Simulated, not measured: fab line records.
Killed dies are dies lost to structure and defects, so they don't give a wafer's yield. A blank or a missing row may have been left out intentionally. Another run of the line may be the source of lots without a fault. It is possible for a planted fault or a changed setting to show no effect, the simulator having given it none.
fab line records    flow sky130
[record] lots = 14  wafers = 42  lastDay = 50
route steps=708 shown VT_ADJUST_LVTN@106 POLY_GATE@235 LDD_P@261 LDD_LDN@296
lots that met no fault: from a run of the same line without faults
startH: hours from the record's first day to the start of the lot's first wafer shown    waitH: hours elapsed since this lot's preceding step    " as in the row above    L1.1+2: a row that stands for several wafers    - no value present, or no start provided    * or withheld: withheld    < > ~ a bound
route shown NAME@n: NAME is a module with steps in the file, n the number in the route of the first one    usual: the fault-free wafers' mean and standard deviation    same: alike in all rows    chamber/n: place in a boat    sites: each site's reading    _std_site: standard deviation across them    _edge_site: outer sites' mean less inner sites'    radiusMm: how far each site lies from the wafer's centre    mask NAME#n: copy n    behind: the most recent tool/chamber to have shaped the wafer    hold: why the lot was held/for how many hours/how that ended    device: the transistor (n, p or np) that didn't switch    end of line: the tests these same wafers got at the end of their route    step lacking rows: just its recipe    killed: the dies lost at the first sort to structure and to defects; this is not the yield of the wafer    map: the dies of a wafer, with x for killed, . for not killed, _ for no die there
set.NAME: the setting as run; set.NAME@STEP: as run at that earlier step    model.NAME: the simulator's own value behind a step, which no gauge read
the route's steps for a sample of lots (tables are steps, rows are wafers)
services: from which hour (startH, from the record's first day; less than 0 if before it) a tool's chamber was out of use, for how many hours, and why
[[steps]]
[step SKY_VT_ADJUST_LVTN_STRIP_09]
[recipe] chemistry = O2/N2  powerW = 1400  pressureMtorr = 1500  platenTempC = withheld  o2FlowSccm = 3000  n2FlowSccm = 300  overashFraction = 0.5
[usual] drypumpMotorCurrentA = 5.8/0.32  oesProductAu = 0.722/0.0045  stripTimeToEndpointS = 36.90/0.098
lot.wafer  tool            chamber  startH  waitH  drypumpMotorCurrentA  oesProductAu  rfHoursCounterH  stripTimeToEndpointS
L809.1     plasmaAsher-01  0        171.03  0.1    5.7                   0.723         50               36.92
L809.3     "               0        "       "      5.7                   0.726         -                36.95
L809.4     "               1        "       "      6.3                   0.725         -                36.79
L808.1     plasmaAsher-01  0        174.54  0.1    5.7                   0.715         50               36.98
L808.2     "               1        "       "      6.2                   0.721         50               36.82
L808.4     "               0        "       "      5.7                   0.714         -                36.84
L813.3     plasmaAsher-01  0        196.97  0.1    5.7                   0.725         -                36.75
L813.4     "               1        "       "      6.3                   0.722         -                36.81
L813.5     "               0        "       "      5.7                   0.721         -                36.79
L814.3     plasmaAsher-01  0        205.77  0.1    5.7                   0.729         -                37.05
L814.5     "               0        "       "      5.7                   0.722         -                36.89
L814.6     "               1        "       "      6.3                   0.726         -                37.04
L815.1     plasmaAsher-02  1        208.83  0.1    6.1                   0.722         9                36.86
L815.2     "               0        "       "      5.5                   0.729         9                36.95
L815.4     "               0        "       "      5.4                   0.723         -                37.14
L817.1     plasmaAsher-01  0        220.28  0.1    5.7                   0.721         55               36.77
L817.3     "               0        "       "      5.7                   0.725         -                36.77
L817.5     "               1        "       "      6.3                   0.720         -                36.71
L819.2     plasmaAsher-02  0        236.88  0.1    5.4                   0.726         12               36.87
L819.3     "               0        "       "      5.4                   0.722         -                36.89
L819.6     "               1        "       "      6.0                   0.728         -                36.97
L820.1     plasmaAsher-02  1        241.78  0.1    6.1                   0.723         12               36.96
L820.2     "               0        "       "      5.4                   0.720         12               36.96
L820.3     "               0        "       "      5.4                   0.727         -                36.99
L821.1     plasmaAsher-02  1        245.98  0.1    6.0                   0.715         12               36.95
L821.2     "               0        "       "      5.4                   0.724         12               36.78
L821.6     "               0        "       "      5.4                   0.718         -                36.87
L823.1     plasmaAsher-03  0        266.43  0.1    5.5                   0.727         44               36.87
L823.4     "               1        "       "      5.6                   0.720         -                36.82
L823.6     "               1        "       "      5.6                   0.723         -                36.83
L824.1     plasmaAsher-01  0        273.53  0.1    5.7                   0.724         61               37.04
L824.2     "               1        "       "      6.3                   0.720         61               37.04
L824.4     "               0        "       "      5.7                   0.723         -                37.01
L825.2     plasmaAsher-03  0        279.73  0.1    5.5                   0.722         46               36.90
L825.3     "               1        "       "      5.6                   0.720         -                36.93
L825.4     "               0        "       "      5.4                   0.723         -                36.87
L827.1     plasmaAsher-01  0        291.88  0.1    5.7                   0.714         63               36.92
L827.3     "               0        "       "      5.7                   0.716         -                37.04
L827.4     "               1        "       "      6.3                   0.723         -                36.87
L828.2     plasmaAsher-01  1        296.18  0.1    6.2                   0.718         63               36.79
L828.3     "               0        "       "      5.7                   0.730         -                36.74
L828.6     "               1        "       "      6.3                   0.717         -                36.80
[step SKY_POLY_GATE_THK_MEAS_21]
[recipe] reads = SiO2_of_POLY_GATE_OXIDATION_20
[usual] POLY_GATE_OXIDATION_THK = 3.97/0.091
lot.wafer  tool          chamber  startH  waitH  POLY_GATE_OXIDATION_THK[nm]
L809.1     filmMetro-01  -        419.56  0.0    3.93
L809.3     "             -        "       "      3.87
L809.4     "             -        "       "      3.89
L808.1     filmMetro-04  -        429.04  0.0    3.90
L808.2     "             -        "       "      4.06
L808.4     "             -        "       "      4.08
L813.3     filmMetro-04  -        456.56  0.0    3.86
L813.4     "             -        "       "      3.87
L813.5     "             -        "       "      3.88
L814.3     filmMetro-02  -        468.81  0.0    4.09
L814.5     "             -        "       "      4.07
L814.6     "             -        "       "      4.14
L815.1     filmMetro-02  -        476.10  0.0    4.09
L815.2     "             -        "       "      4.04
L815.4     "             -        "       "      4.02
L817.1     filmMetro-01  -        488.04  0.0    3.97
L817.3     "             -        "       "      3.88
L817.5     "             -        "       "      3.83
L819.2     filmMetro-04  -        503.15  0.0    4.02
L819.3     "             -        "       "      3.95
L819.6     "             -        "       "      3.95
L820.1     filmMetro-04  -        514.74  0.0    3.99
L820.2     "             -        "       "      4.01
L820.3     "             -        "       "      4.07
L821.1     filmMetro-04  -        523.67  0.0    3.72
L821.2     "             -        "       "      3.69
L821.6     "             -        "       "      3.70
L823.1     filmMetro-04  -        541.44  0.0    3.95
L823.4     "             -        "       "      3.91
L823.6     "             -        "       "      3.97
L824.1     filmMetro-02  -        548.49  0.0    3.99
L824.2     "             -        "       "      4.02
L824.4     "             -        "       "      3.98
L825.2     filmMetro-01  -        562.28  0.0    3.98
L825.3     "             -        "       "      3.99
L825.4     "             -        "       "      3.90
L827.1     filmMetro-04  -        572.24  0.0    3.94
L827.3     "             -        "       "      3.95
L827.4     "             -        "       "      3.97
L828.2     filmMetro-02  -        577.04  0.0    4.05
L828.3     "             -        "       "      3.99
L828.6     "             -        "       "      4.05
[step SKY_LDD_P_DEVELOP_06]
[recipe] resist = NOVOLAK  developer = TMAH  developTimeS = 60  devTempC = 23
[usual] chillPlateTempC = 23.01/0.12  developTimeS = 60/0
lot.wafer  tool           chamber  startH  waitH  chillPlateTempC  developTimeS
L809.1     lithoTrack-03  0        480.55  0.1    22.93            60
L809.3     "              0        "       "      23.00            60
L809.4     "              0        "       "      23.24            60
L808.1     lithoTrack-03  0        491.25  0.1    23.27            60
L808.2     "              0        "       "      23.30            60
L808.4     "              0        "       "      23.01            60
L813.3     lithoTrack-03  -        519.35  0.1    -                -
L813.4     "              -        "       "      -                -
L813.5     "              -        "       "      -                -
L814.3     lithoTrack-04  -        531.04  0.1    -                -
L814.5     "              -        "       "      -                -
L814.6     "              -        "       "      -                -
L815.1     lithoTrack-01  0        538.05  0.1    22.88            60
L815.2     "              0        "       "      23.09            60
L815.4     "              0        "       "      23.22            60
L817.1     lithoTrack-03  0        550.70  0.1    22.79            60
L817.3     "              0        "       "      22.86            60
L817.5     "              0        "       "      23.12            60
L819.2     lithoTrack-03  0        564.22  0.1    22.90            60
L819.3     "              0        "       "      22.87            60
L819.6     "              0        "       "      22.75            60
L820.1     lithoTrack-01  0        574.90  0.1    22.88            60
L820.2     "              0        "       "      22.81            60
L820.3     "              0        "       "      22.98            60
L821.1     lithoTrack-03  0        584.35  0.1    22.97            60
L821.2     "              0        "       "      22.99            60
L821.6     "              0        "       "      23.02            60
L823.1     lithoTrack-04  0        601.54  0.1    23.15            60
L823.4     "              0        "       "      23.03            60
L823.6     "              0        "       "      22.77            60
L824.1     lithoTrack-01  0        608.30  0.1    23.11            60
L824.2     "              0        "       "      23.05            60
L824.4     "              0        "       "      23.11            60
L825.2     lithoTrack-03  0        620.42  0.1    22.88            60
L825.3     "              0        "       "      23.07            60
L825.4     "              0        "       "      23.14            60
L827.1     lithoTrack-03  0        629.55  0.1    23.04            60
L827.3     "              0        "       "      22.95            60
L827.4     "              0        "       "      22.98            60
L828.2     lithoTrack-03  0        635.32  0.1    23.12            60
L828.3     "              0        "       "      22.96            60
L828.6     "              0        "       "      23.00            60
[step SKY_LDD_LDN_OVL_MEAS_07]
[usual] LDD_LDN_OVL = 0.2/1.4
lot.wafer  tool        chamber  startH  waitH  LDD_LDN_OVL[nm]
L809.1     overlay-02  -        571.30  0.1    -0.7
L809.3     "           -        "       "      -0.2
L809.4     "           -        "       "      -1.6
L808.1     overlay-01  -        582.65  0.1    -4.0
L808.2     "           -        "       "      -1.8
L808.4     "           -        "       "      -0.8
L813.3     overlay-01  -        607.35  0.1    0.2
L813.4     "           -        "       "      1.8
L813.5     "           -        "       "      1.7
L814.3     overlay-01  -        618.41  0.1    -2.9
L814.5     "           -        "       "      -0.3
L814.6     "           -        "       "      0.3
L815.1     overlay-01  -        625.59  0.1    1.0
L815.2     "           -        "       "      -0.6
L815.4     "           -        "       "      1.9
L817.1     overlay-01  -        637.49  0.1    -0.9
L817.3     "           -        "       "      -1.1
L817.5     "           -        "       "      -1.1
L819.2     overlay-02  -        650.85  0.1    0.2
L819.3     "           -        "       "      1.8
L819.6     "           -        "       "      2.0
L820.1     overlay-02  -        660.44  0.1    0.3
L820.2     "           -        "       "      1.5
L820.3     "           -        "       "      1.4
L821.1     overlay-01  -        670.45  0.1    -2.7
L821.2     "           -        "       "      -2.1
L821.6     "           -        "       "      -0.8
L823.1     overlay-02  -        685.99  0.1    -0.4
L823.4     "           -        "       "      -0.5
L823.6     "           -        "       "      1.1
L824.1     overlay-01  -        693.29  0.1    -2.6
L824.2     "           -        "       "      1.0
L824.4     "           -        "       "      0.3
L825.2     overlay-01  -        706.65  0.1    -0.4
L825.3     "           -        "       "      1.1
L825.4     "           -        "       "      0.5
L827.1     overlay-01  -        714.54  0.1    -1.0
L827.3     "           -        "       "      -0.5
L827.4     "           -        "       "      -0.7
L828.2     overlay-02  -        720.25  0.1    1.8
L828.3     "           -        "       "      2.7
L828.6     "           -        "       "      2.6
[[services]]
tool            chamber  startH  hours  kind
plasmaAsher-01  -        161.33  1.3    repair
plasmaAsher-03  -        180.65  11.5   repair
plasmaAsher-02  -        203.30  2.8    pm
plasmaAsher-03  -        236.19  1.2    repair
plasmaAsher-03  -        292.58  14.6   pm
plasmaAsher-02  -        382.76  7.7    repair
plasmaAsher-01  -        421.25  9.0    pm
plasmaAsher-01  0        421.25  9.0    ventCycle
plasmaAsher-01  1        421.25  9.0    ventCycle
plasmaAsher-01  0        430.25  -      clean
plasmaAsher-01  1        430.25  -      clean
plasmaAsher-03  -        448.55  0.5    repair
plasmaAsher-01  -        502.89  5.2    repair
lithoTrack-01   -        542.27  -      consumableReplace:filter
plasmaAsher-01  -        574.63  5.2    repair
lithoTrack-04   -        617.88  -      consumableReplace:filter
plasmaAsher-02  -        619.51  1.0    repair
[[key]]
[firstSign] step = SKY_LDD_P_DEVELOP_06  reading = toolRecord  direction = missing
effect none on later readings
metAt SKY_LDD_P_DEVELOP_06
struckLots L813,L814
rowsEnd L813.4,L813.5
sortLeftOut L813.3,L814.3,L814.5,L814.6
testerLeftOut L813,L814
notActingAt SKY_VT_ADJUST_LVTN_STRIP_09,SKY_POLY_GATE_THK_MEAS_21,SKY_LDD_LDN_OVL_MEAS_07
onsetBetween 491.25 519.35
[fault] kind = skippedStepWhole  tool = lithoTrack-03,lithoTrack-04  chamber = -  onsetH = 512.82  steps = SKY_LDD_P_DEVELOP_06  scope = struckLotsOnly
// testerLeftOut: of these lots the tester's yield and bins aren't shown, on N5 and GAA mostly nor the transistor test; their killed dies are dies lost to structure and defects alone, not to doping, threshold or leakage, so they don't give the yield
// sortLeftOut: the simulated sort isn't trusted on such a fault, so these wafers' sort isn't shown, and their yield isn't known
// rowsEnd: these wafers met a further fault down the route, and their rows from its step on are left out
